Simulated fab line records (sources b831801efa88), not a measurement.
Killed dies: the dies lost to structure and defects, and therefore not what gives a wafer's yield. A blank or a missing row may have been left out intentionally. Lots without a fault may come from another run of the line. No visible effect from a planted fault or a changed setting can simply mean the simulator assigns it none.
Matching of chambers | flow sky130 | cmp-02 running SKY_CONTACT_CMP_04: 4 sister chambers
The step polishes SiO2. 8 wafers are shown with their chamber, then 8 later ones without.

## WAFERS WITH THEIR CHAMBER
wafer  | chamber | motorCurrentA (A) | headPressurePsi (psi)
L783.3 | 2       | 9.3               | 4.005
L787.3 | 1       | 12.5              | 4.004
L793.1 | 2       | 9.3               | 4.002
L793.5 | 3       | 11.0              | 4.001
L792.3 | 0       | 12.7              | 3.995
L792.4 | 3       | 10.6              | 4.008
L792.5 | 0       | 12.9              | 3.999
L794.2 | 1       | 11.9              | 4.002

## WAFERS WITHOUT THEIR CHAMBER
wafer  | motorCurrentA (A) | headPressurePsi (psi)
L794.5 | 12.6              | 3.999
L794.6 | 9.5               | 4.008
L801.1 | 10.7              | 4.006
L801.2 | 12.9              | 3.984
L801.6 | 8.9               | 3.988
L804.2 | 10.2              | 3.995
L804.4 | 9.8               | 3.993
L804.5 | 9.0               | 3.988

## CHAMBER TAKEN BY EACH
wafer  | from the rows above     | in truth
L794.5 | can't be placed: 0 or 1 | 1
L794.6 | 2                       | 2
L801.1 | 3                       | 3
L801.2 | 0                       | 0
L801.6 | 2                       | 2
L804.2 | can't be placed: 3 or 2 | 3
L804.4 | can't be placed: 2 or 3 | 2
L804.5 | 2                       | 2
5 of 8 placed correctly. Cannot be placed on the basis of these rows: 3; the candidates contain the true chamber in 3. Number placed wrongly: 0.
How it was worked out, from the rows above alone: a wafer's distance from a chamber is the root of the sum, over the readings, of the square of ((its reading less the chamber's mean) divided by the reading's scatter). If the next closest chamber is less than 2 further off than the closest, the wafer can't be placed; otherwise it belongs to the closest. The mean given for a chamber averages the wafers shown for that chamber. The scatter: the root of (the sum of the squares of (reading less its chamber's mean) over the shown wafers, divided by (wafers less chambers)).
